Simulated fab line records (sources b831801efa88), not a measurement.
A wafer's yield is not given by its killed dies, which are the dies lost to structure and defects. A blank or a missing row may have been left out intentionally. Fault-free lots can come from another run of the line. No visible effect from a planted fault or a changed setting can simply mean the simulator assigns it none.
fab line records | flow sky130
record lots=24 | wafers=72 | last_day=50
route steps=708 shown FIELD_ISO@3 POLY_GATE@227 CONTACT@422 METAL1@440 METAL3@532
lots with no fault: from the same line, run without faults
start_h: start of the lot's first displayed wafer, in hours after the record's first day | wait_h: hours since the lot's step before | " unchanged from the row above | L1.1+2: a single row standing in for several wafers | - no value, or no start given | * or withheld: withheld | < > ~ a bound
route shown NAME@n: a module of which the file shows steps, and the number in the route of the first | usual: average and standard deviation across the fault-free wafers | same: alike in all rows | chamber/n: place in a boat | sites: readings site by site | _std_site: standard deviation of those values | _edge_site: inner sites' mean taken away from outer sites' mean | radius_mm: for every site, how far away it sits from the centre of the wafer | mask NAME#n: copy n | behind: the tool/chamber that last shaped the wafer | hold: why the lot was held/for how many hours/how that ended | device: whichever transistor did not switch (one of n, p or np) | end of line: tests run on the same wafers once the route is complete | a step without rows: its recipe alone | killed: dies lost to structure and defects at the first sort, not the wafer's yield | map: dies across one wafer; x = killed, . = not, _ = none there
set.NAME: the setting the step ran with; set.NAME@STEP: the setting that earlier step ran with | model.NAME: the simulator's own value behind a step, which no gauge read
a sample of lots followed through the steps of the route, with each step as a table and each wafer as a row
services: the hour from which a tool's chamber was out of use, counted from the record's first day as start_h (under 0 if before that day), plus the number of hours and why
## steps
# step SKY_FIELD_ISO_THK_MEAS_02
# recipe reads=SiO2_of_FIELD_ISO_OXIDATION_01
# usual FIELD_ISO_OXIDATION_00_THK=12.02/0.22
lot.wafer | tool          | chamber | start_h | wait_h | FIELD_ISO_OXIDATION_00_THK[nm]
L074.1    | film_metro-01 | -       | 12.31   | 0.0    | 12.12
L074.2    | "             | -       | "       | "      | 12.18
L074.3    | "             | -       | "       | "      | 12.11
L075.3    | film_metro-02 | -       | 16.65   | 0.0    | 11.49
L075.5    | "             | -       | "       | "      | 11.73
L075.6    | "             | -       | "       | "      | 11.58
L076.1    | film_metro-04 | -       | 22.97   | 0.0    | 11.77
L076.2    | "             | -       | "       | "      | 11.89
L076.6    | "             | -       | "       | "      | 11.85
L077.2    | film_metro-02 | -       | 26.85   | 0.0    | 11.85
L077.4    | "             | -       | "       | "      | 12.00
L077.6    | "             | -       | "       | "      | 11.86
L078.3    | film_metro-01 | -       | 32.30   | 0.0    | 12.08
L078.4    | "             | -       | "       | "      | 12.09
L078.6    | "             | -       | "       | "      | 11.96
L079.2    | film_metro-04 | -       | 36.80   | 0.0    | 12.13
L079.3    | "             | -       | "       | "      | 12.01
L079.5    | "             | -       | "       | "      | 11.86
L080.1    | film_metro-01 | -       | 42.05   | 0.0    | 11.44
L080.3    | "             | -       | "       | "      | 11.45
L080.6    | "             | -       | "       | "      | 11.33
L081.1    | film_metro-01 | -       | 46.63   | 0.0    | 12.14
L081.4    | "             | -       | "       | "      | 12.40
L081.5    | "             | -       | "       | "      | 12.12
L082.1    | film_metro-01 | -       | 54.82   | 0.0    | 12.08
L082.2    | "             | -       | "       | "      | 12.08
L082.4    | "             | -       | "       | "      | 12.06
L083.3    | film_metro-02 | -       | 59.25   | 0.0    | 12.10
L083.5    | "             | -       | "       | "      | 12.12
L083.6    | "             | -       | "       | "      | 12.10
L084.1    | film_metro-01 | -       | 63.74   | 0.0    | 12.00
L084.2    | "             | -       | "       | "      | 12.04
L084.5    | "             | -       | "       | "      | 12.02
L085.3    | film_metro-01 | -       | 68.12   | 0.0    | 12.17
L085.4    | "             | -       | "       | "      | 12.08
L085.6    | "             | -       | "       | "      | 12.28
L086.1    | film_metro-01 | -       | 72.26   | 0.0    | 11.98
L086.4    | "             | -       | "       | "      | 12.04
L086.6    | "             | -       | "       | "      | 11.98
L087.1    | film_metro-02 | -       | 76.63   | 0.0    | 12.07
L087.3    | "             | -       | "       | "      | 12.32
L087.6    | "             | -       | "       | "      | 11.89
L088.3    | film_metro-04 | -       | 81.65   | 0.0    | 11.99
L088.5    | "             | -       | "       | "      | 12.01
L088.6    | "             | -       | "       | "      | 11.95
L089.3    | film_metro-01 | -       | 86.92   | 0.0    | 12.01
L089.5    | "             | -       | "       | "      | 12.05
L089.6    | "             | -       | "       | "      | 12.12
L090.1    | film_metro-01 | -       | 92.51   | 0.0    | 11.94
L090.5    | "             | -       | "       | "      | 12.14
L090.6    | "             | -       | "       | "      | 12.06
L091.1    | film_metro-02 | -       | 96.89   | 0.0    | 11.89
L091.5    | "             | -       | "       | "      | 11.92
L091.6    | "             | -       | "       | "      | 11.75
L092.1    | film_metro-01 | -       | 101.95  | 0.0    | 12.36
L092.3    | "             | -       | "       | "      | 12.37
L092.4    | "             | -       | "       | "      | 12.55
L093.3    | film_metro-04 | -       | 106.65  | 0.0    | 11.78
L093.4    | "             | -       | "       | "      | 12.03
L093.6    | "             | -       | "       | "      | 12.06
L094.3    | film_metro-01 | -       | 111.65  | 0.0    | 12.08
L094.4    | "             | -       | "       | "      | 12.11
L094.6    | "             | -       | "       | "      | 12.07
L095.1    | film_metro-02 | -       | 118.69  | 0.0    | 11.92
L095.5    | "             | -       | "       | "      | 12.09
L095.6    | "             | -       | "       | "      | 12.21
L096.1    | film_metro-01 | -       | 122.12  | 0.0    | 12.08
L096.2    | "             | -       | "       | "      | 12.15
L096.5    | "             | -       | "       | "      | 12.22
L097.1    | film_metro-04 | -       | 127.62  | 0.0    | 12.10
L097.4    | "             | -       | "       | "      | 12.10
L097.5    | "             | -       | "       | "      | 12.17
# step SKY_POLY_GATE_CD_MEAS_13
# recipe target_cd_nm=150
# usual cd_nm=150.0/1.4
lot.wafer | tool      | chamber | start_h | wait_h | cd_nm
L074.1    | cd_sem-01 | -       | 368.20  | -      | 151.4
L074.2    | "         | -       | "       | "      | 150.2
L074.3    | "         | -       | "       | "      | 150.9
L075.3    | cd_sem-01 | -       | 372.24  | -      | 148.7
L075.5    | "         | -       | "       | "      | 148.4
L075.6    | "         | -       | "       | "      | 147.4
L076.1    | cd_sem-01 | -       | 396.34  | -      | 150.8
L076.2    | "         | -       | "       | "      | 150.5
L076.6    | "         | -       | "       | "      | 149.8
L077.2    | cd_sem-02 | -       | 399.22  | -      | 149.8
L077.4    | "         | -       | "       | "      | 149.3
L077.6    | "         | -       | "       | "      | 149.5
L078.3    | cd_sem-01 | -       | 432.71  | -      | 149.6
L078.4    | "         | -       | "       | "      | 148.9
L078.6    | "         | -       | "       | "      | 149.1
L080.1    | cd_sem-02 | -       | 436.09  | -      | 149.3
L080.3    | "         | -       | "       | "      | 149.0
L080.6    | "         | -       | "       | "      | 149.4
L079.2    | cd_sem-01 | -       | 436.46  | -      | 149.4
L079.3    | "         | -       | "       | "      | 150.4
L079.5    | "         | -       | "       | "      | 151.3
L081.1    | cd_sem-02 | -       | 436.62  | -      | 152.2
L081.4    | "         | -       | "       | "      | 150.3
L081.5    | "         | -       | "       | "      | 151.1
L082.1    | cd_sem-01 | -       | 444.09  | -      | 150.2
L082.2    | "         | -       | "       | "      | 152.4
L082.4    | "         | -       | "       | "      | 153.2
L083.3    | cd_sem-01 | -       | 448.94  | -      | 150.5
L083.5    | "         | -       | "       | "      | 150.1
L083.6    | "         | -       | "       | "      | 150.4
L084.1    | cd_sem-01 | -       | 467.47  | -      | 147.8
L084.2    | "         | -       | "       | "      | 148.1
L084.5    | "         | -       | "       | "      | 149.9
L085.3    | cd_sem-01 | -       | 468.79  | -      | 152.6
L085.4    | "         | -       | "       | "      | 151.0
L085.6    | "         | -       | "       | "      | 151.7
L086.1    | cd_sem-02 | -       | 474.24  | -      | 150.4
L086.4    | "         | -       | "       | "      | 149.3
L086.6    | "         | -       | "       | "      | 149.9
L087.1    | cd_sem-01 | -       | 482.35  | -      | 148.8
L087.3    | "         | -       | "       | "      | 147.1
L087.6    | "         | -       | "       | "      | 147.7
L088.3    | cd_sem-01 | -       | 488.83  | -      | 147.7
L088.5    | "         | -       | "       | "      | 149.0
L088.6    | "         | -       | "       | "      | 146.7
L089.3    | cd_sem-02 | -       | 497.33  | -      | 151.4
L089.5    | "         | -       | "       | "      | 149.9
L089.6    | "         | -       | "       | "      | 150.9
L090.1    | cd_sem-01 | -       | 512.95  | -      | 149.1
L090.5    | "         | -       | "       | "      | 148.8
L090.6    | "         | -       | "       | "      | 149.4
L091.1    | cd_sem-01 | -       | 519.44  | -      | 149.9
L091.5    | "         | -       | "       | "      | 150.4
L091.6    | "         | -       | "       | "      | 151.0
L092.1    | cd_sem-01 | -       | 524.32  | -      | 150.8
L092.3    | "         | -       | "       | "      | 151.1
L092.4    | "         | -       | "       | "      | 151.3
L093.3    | cd_sem-01 | -       | 536.49  | -      | 153.5
L093.4    | "         | -       | "       | "      | 153.5
L093.6    | "         | -       | "       | "      | 152.7
L094.3    | cd_sem-01 | -       | 542.48  | -      | 149.7
L094.4    | "         | -       | "       | "      | 149.9
L094.6    | "         | -       | "       | "      | 149.3
L095.1    | cd_sem-01 | -       | 546.49  | -      | 150.5
L095.5    | "         | -       | "       | "      | 149.5
L095.6    | "         | -       | "       | "      | 149.2
L096.1    | cd_sem-02 | -       | 552.29  | -      | 150.0
L096.2    | "         | -       | "       | "      | 148.9
L096.5    | "         | -       | "       | "      | 149.9
L097.1    | cd_sem-02 | -       | 563.14  | -      | 150.6
L097.4    | "         | -       | "       | "      | 149.5
L097.5    | "         | -       | "       | "      | 150.6
# step SKY_POLY_GATE_CD_MEAS_22
# usual cd_nm=150.6/1.7
lot.wafer | tool      | chamber | start_h | wait_h | cd_nm
L074.1    | cd_sem-01 | -       | 371.40  | 0.1    | 151.3
L074.2    | "         | -       | "       | "      | 150.2
L074.3    | "         | -       | "       | "      | 150.5
L075.3    | cd_sem-01 | -       | 375.63  | 0.1    | 151.1
L075.5    | "         | -       | "       | "      | 150.1
L075.6    | "         | -       | "       | "      | 148.1
L076.1    | cd_sem-01 | -       | 399.09  | 0.1    | 153.3
L076.2    | "         | -       | "       | "      | 151.7
L076.6    | "         | -       | "       | "      | 150.2
L077.2    | cd_sem-02 | -       | 401.76  | 0.1    | 149.2
L077.4    | "         | -       | "       | "      | 151.0
L077.6    | "         | -       | "       | "      | 149.0
L078.3    | cd_sem-01 | -       | 435.05  | 0.1    | 148.7
L078.4    | "         | -       | "       | "      | 149.1
L078.6    | "         | -       | "       | "      | 148.3
L080.1    | cd_sem-02 | -       | 438.35  | 0.1    | 149.8
L080.3    | "         | -       | "       | "      | 148.8
L080.6    | "         | -       | "       | "      | 150.1
L079.2    | cd_sem-01 | -       | 438.38  | 0.1    | 150.1
L079.3    | "         | -       | "       | "      | 151.9
L079.5    | "         | -       | "       | "      | 152.9
L081.1    | cd_sem-01 | -       | 439.24  | 0.1    | 151.3
L081.4    | "         | -       | "       | "      | 150.9
L081.5    | "         | -       | "       | "      | 152.4
L082.1    | cd_sem-02 | -       | 446.50  | 0.1    | 150.7
L082.2    | "         | -       | "       | "      | 152.0
L082.4    | "         | -       | "       | "      | 151.8
L083.3    | cd_sem-02 | -       | 451.75  | 0.1    | 151.1
L083.5    | "         | -       | "       | "      | 150.4
L083.6    | "         | -       | "       | "      | 151.8
L084.1    | cd_sem-02 | -       | 469.32  | 0.1    | 147.7
L084.2    | "         | -       | "       | "      | 150.4
L084.5    | "         | -       | "       | "      | 149.7
L085.3    | cd_sem-02 | -       | 470.66  | 0.1    | 150.4
L085.4    | "         | -       | "       | "      | 149.6
L085.6    | "         | -       | "       | "      | 151.6
L086.1    | cd_sem-01 | -       | 476.09  | 0.1    | 150.6
L086.4    | "         | -       | "       | "      | 151.2
L086.6    | "         | -       | "       | "      | 151.5
L087.1    | cd_sem-01 | -       | 484.20  | 0.1    | 149.9
L087.3    | "         | -       | "       | "      | 149.5
L087.6    | "         | -       | "       | "      | 148.3
L088.3    | cd_sem-01 | -       | 490.70  | 0.1    | 148.0
L088.5    | "         | -       | "       | "      | 147.6
L088.6    | "         | -       | "       | "      | 145.9
L089.3    | cd_sem-02 | -       | 499.20  | 0.1    | 150.2
L089.5    | "         | -       | "       | "      | 147.9
L089.6    | "         | -       | "       | "      | 150.9
L090.1    | cd_sem-02 | -       | 514.80  | 0.1    | 151.8
L090.5    | "         | -       | "       | "      | 151.0
L090.6    | "         | -       | "       | "      | 150.8
L091.1    | cd_sem-02 | -       | 521.29  | 0.1    | 151.5
L091.5    | "         | -       | "       | "      | 150.8
L091.6    | "         | -       | "       | "      | 152.4
L092.1    | cd_sem-01 | -       | 526.17  | 0.1    | 150.0
L092.3    | "         | -       | "       | "      | 152.8
L092.4    | "         | -       | "       | "      | 153.0
L093.3    | cd_sem-01 | -       | 538.36  | 0.1    | 154.6
L093.4    | "         | -       | "       | "      | 155.2
L093.6    | "         | -       | "       | "      | 151.7
L094.3    | cd_sem-01 | -       | 544.36  | 0.1    | 148.7
L094.4    | "         | -       | "       | "      | 150.9
L094.6    | "         | -       | "       | "      | 149.2
L095.1    | cd_sem-01 | -       | 548.37  | 0.1    | 151.7
L095.5    | "         | -       | "       | "      | 149.4
L095.6    | "         | -       | "       | "      | 150.1
L096.1    | cd_sem-01 | -       | 555.18  | 0.1    | 152.0
L096.2    | "         | -       | "       | "      | 150.4
L096.5    | "         | -       | "       | "      | 152.2
L097.1    | cd_sem-02 | -       | 564.99  | 0.1    | 148.0
L097.4    | "         | -       | "       | "      | 151.0
L097.5    | "         | -       | "       | "      | 151.0
# step SKY_CONTACT_ETCH_16
# recipe chemistry=N2/H2 | target=BARC | ion_energy_ev=200 | source_w=500 | bias_w=100 | pressure_mtorr=30 | n2_flow_sccm=100 | h2_flow_sccm=200 | stop_on=SiO2 | time_s=45.9 | target_depth_a=600
# usual drypump_motor_current_A=5.7/0.49 | oes_product_au=0.855/0.0051 | throttle_valve_pct=13.223/0.009
lot.wafer | tool        | chamber | start_h | wait_h | drypump_motor_current_A | oes_product_au | rf_hours_counter_h | throttle_valve_pct
L074.1    | rie_diel-04 | 2       | 732.07  | 0.0    | 6.0                     | 0.860          | 7                  | 13.210
L074.2    | "           | 0       | "       | "      | 6.3                     | 0.858          | 44                 | 13.230
L074.3    | "           | 3       | "       | "      | 5.7                     | 0.856          | 8                  | 13.210
L075.3    | rie_diel-04 | 3       | 738.15  | 0.0    | 5.7                     | 0.852          | 8                  | 13.244
L075.5    | "           | 3       | "       | "      | 5.7                     | 0.852          | -                  | 13.229
L075.6    | "           | 2       | "       | "      | 6.0                     | 0.857          | -                  | 13.217
L076.1    | rie_diel-02 | 0       | 757.63  | 0.0    | 5.9                     | 0.859          | 19                 | 13.205
L076.2    | "           | 2       | "       | "      | 5.1                     | 0.861          | 7                  | 13.217
L076.6    | "           | 0       | "       | "      | 5.9                     | 0.850          | -                  | 13.222
L077.2    | rie_diel-02 | 0       | 760.73  | 0.0    | 5.9                     | 0.851          | 19                 | 13.211
L077.4    | "           | 1       | "       | "      | 5.4                     | 0.853          | 6                  | 13.211
L077.6    | "           | 2       | "       | "      | 5.1                     | 0.858          | -                  | 13.229
L078.3    | rie_diel-03 | 1       | 792.05  | 0.0    | 5.4                     | 0.851          | 37                 | 13.230
L078.4    | "           | 2       | "       | "      | 4.9                     | 0.851          | -                  | 13.229
L078.6    | "           | 3       | "       | "      | 6.4                     | 0.854          | -                  | 13.215
L080.1    | rie_diel-03 | 3       | 794.78  | 0.0    | 6.4                     | 0.854          | 11                 | 13.231
L080.3    | "           | 1       | "       | "      | 5.3                     | 0.856          | 37                 | 13.229
L080.6    | "           | 3       | "       | "      | 6.4                     | 0.868          | -                  | 13.221
L081.1    | rie_diel-02 | 1       | 795.13  | 0.0    | 5.4                     | 0.864          | 7                  | 13.242
L081.4    | "           | 0       | "       | "      | 5.9                     | 0.843          | 20                 | 13.231
L081.5    | "           | 2       | "       | "      | 5.1                     | 0.858          | -                  | 13.226
L079.2    | rie_diel-02 | 0       | 796.00  | 0.0    | 5.9                     | 0.863          | 20                 | 13.234
L079.3    | "           | 3       | "       | "      | 5.5                     | 0.864          | 6                  | 13.218
L079.5    | "           | 2       | "       | "      | 5.1                     | 0.853          | -                  | 13.230
L082.1    | rie_diel-04 | 3       | 799.33  | 0.0    | 5.7                     | 0.861          | 10                 | 13.232
L082.2    | "           | 1       | "       | "      | 6.2                     | 0.864          | 11                 | 13.237
L082.4    | "           | 0       | "       | "      | 6.3                     | 0.861          | 0                  | 13.222
L083.3    | rie_diel-02 | 1       | 804.10  | 0.0    | 5.4                     | 0.856          | 7                  | 13.223
L083.5    | "           | 0       | "       | "      | 5.9                     | 0.856          | -                  | 13.230
L083.6    | "           | 3       | "       | "      | 5.5                     | 0.857          | -                  | 13.222
L085.3    | rie_diel-02 | 3       | 821.25  | 0.0    | 5.5                     | 0.860          | 6                  | 13.235
L085.4    | "           | 0       | "       | "      | 5.9                     | 0.844          | 21                 | 13.221
L085.6    | "           | 3       | "       | "      | 5.5                     | 0.854          | -                  | 13.227
L084.1    | rie_diel-02 | 3       | 825.00  | 0.0    | 5.6                     | 0.850          | 7                  | 13.250
L084.2    | "           | 0       | "       | "      | 6.0                     | 0.851          | 21                 | 13.225
L084.5    | "           | 2       | "       | "      | 5.1                     | 0.854          | -                  | 13.225
L086.1    | rie_diel-04 | 0       | 825.70  | 0.0    | 6.2                     | 0.859          | 1                  | 13.217
L086.4    | "           | 3       | "       | "      | 5.7                     | 0.856          | 11                 | 13.233
L086.6    | "           | 1       | "       | "      | 6.2                     | 0.849          | -                  | 13.226
L087.1    | rie_diel-02 | 2       | 834.40  | 0.0    | 5.1                     | 0.853          | 9                  | 13.213
L087.3    | "           | 0       | "       | "      | 5.9                     | 0.859          | 21                 | 13.217
L087.6    | "           | 0       | "       | "      | 5.9                     | 0.858          | -                  | 13.216
L088.3    | rie_diel-03 | 3       | 837.90  | 0.0    | 6.4                     | 0.857          | 13                 | 13.225
L088.5    | "           | 3       | "       | "      | 6.4                     | 0.863          | -                  | 13.227
L088.6    | "           | 0       | "       | "      | 4.7                     | 0.857          | -                  | 13.227
L089.3    | rie_diel-02 | 3       | 845.58  | 0.0    | 5.5                     | 0.846          | 7                  | 13.225
L089.5    | "           | 0       | "       | "      | 5.9                     | 0.848          | -                  | 13.216
L089.6    | "           | 3       | "       | "      | 5.5                     | 0.848          | -                  | 13.231
L090.1    | rie_diel-03 | 2       | 858.95  | 0.0    | 4.9                     | 0.855          | 27                 | 13.227
L090.5    | "           | 3       | "       | "      | 6.4                     | 0.861          | -                  | 13.227
L090.6    | "           | 0       | "       | "      | 4.7                     | 0.862          | -                  | 13.206
L091.1    | rie_diel-03 | 1       | 864.50  | 0.0    | 5.3                     | 0.858          | 1                  | 13.210
L091.5    | "           | 1       | "       | "      | 5.3                     | 0.865          | -                  | 13.213
L091.6    | "           | 0       | "       | "      | 4.7                     | 0.845          | -                  | 13.210
L092.1    | rie_diel-04 | 1       | 872.63  | 0.0    | 6.2                     | 0.864          | 14                 | 13.229
L092.3    | "           | 0       | "       | "      | 6.2                     | 0.855          | 3                  | 13.239
L092.4    | "           | 2       | "       | "      | 6.0                     | 0.858          | 12                 | 13.242
L093.3    | rie_diel-03 | 3       | 879.20  | 0.0    | 6.4                     | 0.848          | 14                 | 13.216
L093.4    | "           | 1       | "       | "      | 5.4                     | 0.848          | -                  | 13.222
L093.6    | "           | 0       | "       | "      | 4.7                     | 0.857          | -                  | 13.217
L094.3    | rie_diel-04 | 1       | 882.95  | 0.0    | 6.2                     | 0.843          | 14                 | 13.232
L094.4    | "           | 0       | "       | "      | 6.3                     | 0.854          | 3                  | 13.223
L094.6    | "           | 1       | "       | "      | 6.2                     | 0.855          | -                  | 13.224
L095.1    | rie_diel-04 | 1       | 886.45  | 0.0    | 6.2                     | 0.850          | 15                 | 13.217
L095.5    | "           | 3       | "       | "      | 5.7                     | 0.855          | -                  | 13.227
L095.6    | "           | 2       | "       | "      | 6.0                     | 0.850          | -                  | 13.231
L096.1    | rie_diel-04 | 1       | 894.83  | 0.0    | 6.2                     | 0.858          | 15                 | 13.223
L096.2    | "           | 2       | "       | "      | 6.0                     | 0.859          | 13                 | 13.229
L096.5    | "           | 2       | "       | "      | 6.0                     | 0.859          | -                  | 13.210
L097.1    | rie_diel-02 | 1       | 901.65  | 0.0    | 5.4                     | 0.853          | 10                 | 13.232
L097.4    | "           | 0       | "       | "      | 5.9                     | 0.860          | 24                 | 13.213
L097.5    | "           | 2       | "       | "      | 5.1                     | 0.855          | -                  | 13.227
# step SKY_METAL1_THK_MEAS_06
# recipe thk_meas_gauge=xrf | reads=AlCu_of_METAL1_SPUTTER_02
# usual METAL1_ALCU_THK=253.8/3
lot.wafer | tool          | chamber | start_h | wait_h | METAL1_ALCU_THK[nm]
L074.1    | film_metro-02 | -       | 733.82  | 0.1    | 256.0
L074.2    | "             | -       | "       | "      | 254.1
L074.3    | "             | -       | "       | "      | 256.6
L075.3    | film_metro-04 | -       | 740.01  | 0.1    | 253.2
L075.5    | "             | -       | "       | "      | 251.1
L075.6    | "             | -       | "       | "      | 253.6
L076.1    | film_metro-02 | -       | 759.26  | 0.1    | 249.4
L076.2    | "             | -       | "       | "      | 247.3
L076.6    | "             | -       | "       | "      | 252.2
L077.2    | film_metro-03 | -       | 762.37  | 0.1    | 256.2
L077.4    | "             | -       | "       | "      | 254.8
L077.6    | "             | -       | "       | "      | 254.7
L078.3    | film_metro-04 | -       | 793.74  | 0.1    | 252.8
L078.4    | "             | -       | "       | "      | 252.3
L078.6    | "             | -       | "       | "      | 252.3
L081.1    | film_metro-03 | -       | 796.76  | 0.1    | 259.4
L081.4    | "             | -       | "       | "      | 255.3
L081.5    | "             | -       | "       | "      | 259.2
L080.1    | film_metro-03 | -       | 797.06  | 0.1    | 257.8
L080.3    | "             | -       | "       | "      | 253.1
L080.6    | "             | -       | "       | "      | 255.5
L079.2    | film_metro-04 | -       | 797.97  | 0.1    | 252.7
L079.3    | "             | -       | "       | "      | 254.7
L079.5    | "             | -       | "       | "      | 255.9
L082.1    | film_metro-03 | -       | 801.02  | 0.1    | 257.8
L082.2    | "             | -       | "       | "      | 260.3
L082.4    | "             | -       | "       | "      | 257.5
L083.3    | film_metro-04 | -       | 805.90  | 0.1    | 255.7
L083.5    | "             | -       | "       | "      | 253.5
L083.6    | "             | -       | "       | "      | 255.6
L085.3    | film_metro-03 | -       | 822.91  | 0.1    | 257.8
L085.4    | "             | -       | "       | "      | 256.1
L085.6    | "             | -       | "       | "      | 254.5
L084.1    | film_metro-04 | -       | 826.64  | 0.1    | 252.7
L084.2    | "             | -       | "       | "      | 248.9
L084.5    | "             | -       | "       | "      | 253.7
L086.1    | film_metro-02 | -       | 827.34  | 0.1    | 250.4
L086.4    | "             | -       | "       | "      | 254.2
L086.6    | "             | -       | "       | "      | 256.5
L087.1    | film_metro-04 | -       | 836.13  | 0.1    | 256.9
L087.3    | "             | -       | "       | "      | 255.6
L087.6    | "             | -       | "       | "      | 258.9
L088.3    | film_metro-04 | -       | 839.62  | 0.1    | 253.0
L088.5    | "             | -       | "       | "      | 254.2
L088.6    | "             | -       | "       | "      | 254.1
L089.3    | film_metro-02 | -       | 847.67  | 0.1    | 253.6
L089.5    | "             | -       | "       | "      | 251.2
L089.6    | "             | -       | "       | "      | 250.6
L090.1    | film_metro-02 | -       | 861.03  | 0.1    | 253.6
L090.5    | "             | -       | "       | "      | 252.2
L090.6    | "             | -       | "       | "      | 253.6
L091.1    | film_metro-03 | -       | 866.64  | 0.1    | 254.7
L091.5    | "             | -       | "       | "      | 257.7
L091.6    | "             | -       | "       | "      | 255.3
L092.1    | film_metro-04 | -       | 874.26  | 0.1    | 252.9
L092.3    | "             | -       | "       | "      | 251.1
L092.4    | "             | -       | "       | "      | 253.1
L093.3    | film_metro-04 | -       | 880.89  | 0.1    | 256.7
L093.4    | "             | -       | "       | "      | 254.2
L093.6    | "             | -       | "       | "      | 256.8
L094.3    | film_metro-02 | -       | 884.60  | 0.1    | 249.8
L094.4    | "             | -       | "       | "      | 250.9
L094.6    | "             | -       | "       | "      | 249.3
L095.1    | film_metro-02 | -       | 888.12  | 0.1    | 259.4
L095.5    | "             | -       | "       | "      | 254.4
L095.6    | "             | -       | "       | "      | 255.9
L096.1    | film_metro-03 | -       | 896.46  | 0.1    | 250.6
L096.2    | "             | -       | "       | "      | 253.7
L096.5    | "             | -       | "       | "      | 250.5
L097.1    | film_metro-04 | -       | 903.72  | 0.1    | 253.3
L097.4    | "             | -       | "       | "      | 248.7
L097.5    | "             | -       | "       | "      | 249.8
# step SKY_METAL3_SPUTTER_00
# recipe material=Ti | target_thk_nm=15 | power_w=3000 | time_s=10 | chamber_pressure_pa=0.4
# usual throttle_valve_pct=30.1/0.72
lot.wafer | tool           | chamber | start_h | wait_h | throttle_valve_pct
L074.1    | pvd_sputter-03 | -       | 846.96  | 0.1    | 30.1
L074.2    | "              | -       | "       | "      | 30.7
L074.3    | "              | -       | "       | "      | 30.3
L075.3    | pvd_sputter-03 | -       | 853.56  | 0.1    | 30.6
L075.5    | "              | -       | "       | "      | 30.7
L075.6    | "              | -       | "       | "      | 30.7
L076.1    | pvd_sputter-04 | -       | 872.05  | 0.1    | 29.8
L076.2    | "              | -       | "       | "      | 28.9
L076.6    | "              | -       | "       | "      | 28.8
L077.2    | pvd_sputter-02 | -       | 874.66  | 0.1    | 30.7
L077.4    | "              | -       | "       | "      | 30.4
L077.6    | "              | -       | "       | "      | 28.4
L078.3    | pvd_sputter-02 | -       | 904.12  | 0.2    | 28.5
L078.4    | "              | -       | "       | "      | 29.8
L078.6    | "              | -       | "       | "      | 30.3
L081.1    | pvd_sputter-03 | -       | 906.60  | 0.1    | 30.3
L081.4    | "              | -       | "       | "      | 30.8
L081.5    | "              | -       | "       | "      | 30.7
L080.1    | pvd_sputter-02 | -       | 906.99  | 0.2    | 30.0
L080.3    | "              | -       | "       | "      | 30.7
L080.6    | "              | -       | "       | "      | 28.8
L079.2    | pvd_sputter-04 | -       | 908.87  | 0.2    | 29.6
L079.3    | "              | -       | "       | "      | 30.0
L079.5    | "              | -       | "       | "      | 30.9
L082.1    | pvd_sputter-03 | -       | 909.91  | 0.2    | 30.9
L082.2    | "              | -       | "       | "      | 30.7
L082.4    | "              | -       | "       | "      | 30.3
L083.3    | pvd_sputter-04 | -       | 916.32  | 0.1    | 30.2
L083.5    | "              | -       | "       | "      | 30.7
L083.6    | "              | -       | "       | "      | 28.8
L085.3    | pvd_sputter-03 | -       | 931.89  | 0.1    | 30.6
L085.4    | "              | -       | "       | "      | 30.6
L085.6    | "              | -       | "       | "      | 30.8
L084.1    | pvd_sputter-03 | -       | 934.59  | 0.1    | 30.8
L084.2    | "              | -       | "       | "      | 30.5
L084.5    | "              | -       | "       | "      | 30.2
L086.1    | pvd_sputter-02 | -       | 935.00  | 0.1    | 30.6
L086.4    | "              | -       | "       | "      | 28.6
L086.6    | "              | -       | "       | "      | 29.9
L087.1    | pvd_sputter-03 | -       | 942.74  | 0.1    | 30.2
L087.3    | "              | -       | "       | "      | 30.2
L087.6    | "              | -       | "       | "      | 29.9
L088.3    | pvd_sputter-04 | -       | 946.72  | 0.2    | 30.9
L088.5    | "              | -       | "       | "      | 30.8
L088.6    | "              | -       | "       | "      | 29.4
L089.3    | pvd_sputter-04 | -       | 954.38  | 0.1    | 30.2
L089.5    | "              | -       | "       | "      | 28.8
L089.6    | "              | -       | "       | "      | 30.3
L090.1    | pvd_sputter-04 | -       | 964.57  | 0.1    | 30.9
L090.5    | "              | -       | "       | "      | 29.3
L090.6    | "              | -       | "       | "      | 31.1
L091.1    | pvd_sputter-03 | -       | 969.75  | 0.1    | 30.9
L091.5    | "              | -       | "       | "      | 30.7
L091.6    | "              | -       | "       | "      | 30.8
L092.1    | pvd_sputter-02 | -       | 979.21  | 0.1    | 30.0
L092.3    | "              | -       | "       | "      | 28.6
L092.4    | "              | -       | "       | "      | 30.7
L093.3    | pvd_sputter-04 | -       | 984.71  | 0.2    | 29.6
L093.4    | "              | -       | "       | "      | 30.3
L093.6    | "              | -       | "       | "      | 29.4
L094.3    | pvd_sputter-04 | -       | 987.37  | 0.2    | 30.5
L094.4    | "              | -       | "       | "      | 28.8
L094.6    | "              | -       | "       | "      | 29.7
L095.1    | pvd_sputter-04 | -       | 990.67  | 0.1    | 29.6
L095.5    | "              | -       | "       | "      | 30.5
L095.6    | "              | -       | "       | "      | 29.8
L096.1    | pvd_sputter-02 | -       | 999.52  | 0.1    | 30.2
L096.2    | "              | -       | "       | "      | 30.9
L096.5    | "              | -       | "       | "      | 28.2
L097.1    | pvd_sputter-02 | -       | 1005.76 | 0.2    | 30.1
L097.4    | "              | -       | "       | "      | 28.8
L097.5    | "              | -       | "       | "      | 30.0
## services
tool           | chamber | start_h | hours | kind
rie_diel-04    | -       | 708.68  | 0.3   | repair
rie_diel-02    | 1       | 725.74  | 7.4   | repair
rie_diel-04    | 1       | 732.00  | 4.7   | repair
pvd_sputter-04 | -       | 732.53  | 12.1  | repair
pvd_sputter-03 | -       | 736.49  | 4.8   | repair
rie_diel-03    | -       | 771.29  | 2.8   | pm
rie_diel-03    | 0       | 790.85  | 2.9   | repair
pvd_sputter-04 | -       | 808.60  | 3.7   | repair
pvd_sputter-02 | -       | 814.32  | 2.1   | repair
rie_diel-03    | 1       | 836.31  | 4.3   | repair
pvd_sputter-02 | -       | 870.27  | 2.4   | repair
pvd_sputter-04 | -       | 872.23  | 7.8   | repair
pvd_sputter-04 | -       | 879.08  | 1.4   | repair
rie_diel-02    | 1       | 887.22  | 10.5  | repair
rie_diel-02    | 3       | 911.97  | 2.5   | repair
rie_diel-04    | 1       | 916.97  | 7.2   | repair
rie_diel-02    | -       | 930.16  | 0.3   | repair
pvd_sputter-04 | -       | 933.97  | 2.4   | repair
pvd_sputter-03 | -       | 943.03  | 1.7   | repair
pvd_sputter-02 | -       | 982.11  | 11.9  | repair
pvd_sputter-03 | -       | 994.44  | 5.8   | repair
pvd_sputter-03 | -       | 995.29  | 14.7  | repair
rie_diel-03    | -       | 995.79  | 3.9   | repair
pvd_sputter-04 | -       | 1005.31 | 0.9   | repair
## key
fault none
